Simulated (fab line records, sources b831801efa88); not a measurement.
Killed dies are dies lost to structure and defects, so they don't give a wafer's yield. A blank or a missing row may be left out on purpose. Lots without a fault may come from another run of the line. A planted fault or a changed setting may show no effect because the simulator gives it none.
Which tool did it? | flow sky130 | 15 lots, 45 wafers sampled, at 3 steps of a route of 708

WHAT THE GAUGES READ, wafer by wafer
SKY_LOCAL_INTERCONNECT_THK_MEAS_02: measures by xrf. Usual: LOCAL_INTERCONNECT_TIN_THK 102.5 nm, standard deviation 1.3.
lot  | measured     | on            | LOCAL_INTERCONNECT_TIN_THK (nm) | flag
L805 | day 29 11:16 | film_metro-03 | 102.1 102.0 100.6               |
L806 | day 29 16:43 | film_metro-02 | 102.0 102.1 102.1               |
L807 | day 29 22:07 | film_metro-03 | 101.3 101.4 99.7                |
L808 | day 30 04:28 | film_metro-03 | 104.7 103.1 103.7               |
L812 | day 32 02:55 | film_metro-04 | 104.8 104.7 104.4               |
L813 | day 32 04:47 | film_metro-02 | 101.1 101.0 100.9               |
L814 | day 32 05:47 | film_metro-04 | 101.8 100.9 100.7               |
L815 | day 32 09:52 | film_metro-02 | 101.2 101.2 101.3               |
L816 | day 32 22:09 | film_metro-02 | 100.6 100.6 99.8                |
L817 | day 33 05:50 | film_metro-04 | 103.1 101.9 102.4               |
L823 | day 35 03:38 | film_metro-02 | 102.1 102.0 101.9               |
L824 | day 35 05:42 | film_metro-03 | 104.2 104.3 104.6               |
L825 | day 35 14:53 | film_metro-02 | 101.9 101.7 101.7               |
L827 | day 36 05:53 | film_metro-02 | 101.5 102.3 101.8               |
L828 | day 36 11:27 | film_metro-03 | 104.2 103.3 102.0               |

SKY_CONTACT_CD_MEAS_14: target cd 170 nm. Usual: cd_nm 169.3 nm, standard deviation 1.6.
lot  | measured     | on        | cd_nm (nm)        | flag
L805 | day 31 20:02 | cd_sem-01 | 169.7 170.4 168.6 |
L806 | day 32 02:31 | cd_sem-02 | 170.5 170.7 170.6 |
L807 | day 32 06:48 | cd_sem-02 | 166.5 167.1 167.3 |
L808 | day 32 13:33 | cd_sem-01 | 166.5 167.2 167.0 |
L812 | day 34 09:48 | cd_sem-01 | 168.9 169.8 169.6 |
L813 | day 34 11:57 | cd_sem-02 | 167.1 167.0 167.9 |
L814 | day 34 12:48 | cd_sem-02 | 170.6 172.4 170.7 |
L815 | day 34 16:02 | cd_sem-02 | 168.3 170.1 169.3 |
L816 | day 35 03:23 | cd_sem-02 | 169.2 167.5 170.9 |
L817 | day 35 12:51 | cd_sem-01 | 169.5 168.1 169.2 |
L823 | day 37 09:18 | cd_sem-02 | - - -             | OFF
L824 | day 37 11:20 | cd_sem-01 | - - -             | OFF
L825 | day 37 21:07 | cd_sem-01 | - - -             | OFF
L827 | day 38 10:57 | cd_sem-02 | 171.4 169.4 171.2 |
L828 | day 38 17:08 | cd_sem-01 | 169.8 170.2 168.7 |

WHICH TOOL RAN EACH LOT (tool, then ch and the chambers of the sampled wafers, then the start)
lot  | SKY_CONTACT_DEVELOP_13
L805 | litho_track-02 ch 0, day 31 19:00
L806 | litho_track-02 ch 0, day 32 02:00
L807 | litho_track-01 ch 0, day 32 06:00
L808 | litho_track-01 ch 0, day 32 13:00
L812 | litho_track-02 ch 0, day 34 09:00
L813 | litho_track-01 ch 0, day 34 11:00
L814 | litho_track-02 ch 0, day 34 12:00
L815 | litho_track-03 ch 0, day 34 15:00
L816 | litho_track-01 ch 0, day 35 03:00
L817 | litho_track-02 ch 0, day 35 12:00
L823 | litho_track-01, day 37 09:00
L824 | litho_track-03, day 37 11:00
L825 | litho_track-02, day 37 20:00
L827 | litho_track-01 ch 0, day 38 10:00
L828 | litho_track-01 ch 0, day 38 16:00
- SKY_CONTACT_DEVELOP_13: develop time 60 s.

WHAT THE TOOLS THEMSELVES READ (means of the sampled wafers that have a number; where no wafer has one, the mark that the record gives instead)
SKY_CONTACT_DEVELOP_13. Usual: chill_plate_temp_C 22.99 C, standard deviation 0.096.
lot  | tool           | chill_plate_temp_C (C) | flag
L805 | litho_track-02 | 22.97                  |
L806 | litho_track-02 | 22.96                  |
L807 | litho_track-01 | 23.04                  |
L808 | litho_track-01 | 22.97                  |
L812 | litho_track-02 | 23.03                  |
L813 | litho_track-01 | 22.93                  |
L814 | litho_track-02 | 23.03                  |
L815 | litho_track-03 | 22.91                  |
L816 | litho_track-01 | 22.97                  |
L817 | litho_track-02 | 22.89                  |
L823 | litho_track-01 | -                      | OFF
L824 | litho_track-03 | -                      | OFF
L825 | litho_track-02 | -                      | OFF
L827 | litho_track-01 | 23.01                  |
L828 | litho_track-01 | 23.15                  |

THE ANSWER, worked out from the rows above alone
Rule: a lot is off if the mean of its wafers that have a number lies more than 3 standard deviations from the usual mean. A lot without any number at a reading at which 4 lots or more have one is off too. The other lots that the step has rows for count as sound. The gauges are gone through in route order, then the tools' own readings, and for those a lot's mean is taken as printed above. The first step at which some lot is off is used, and at that step the reading that is off furthest; a lot without a number counts as furthest.
Off: L823, L824, L825, at SKY_CONTACT_CD_MEAS_14 (cd_nm). Without a number there: L823, L824, L825.
A tool fits if, at a process step before that reading, it ran every lot that is off, and no sound lot after the first of them. The gauges at SKY_CONTACT_CD_MEAS_14 aren't tried: what is off there is off at SKY_CONTACT_DEVELOP_13 too, on other tools, and a gauge's error can't cause that. None of those tried fits.

WHAT THE SIMULATOR HAD PUT IN
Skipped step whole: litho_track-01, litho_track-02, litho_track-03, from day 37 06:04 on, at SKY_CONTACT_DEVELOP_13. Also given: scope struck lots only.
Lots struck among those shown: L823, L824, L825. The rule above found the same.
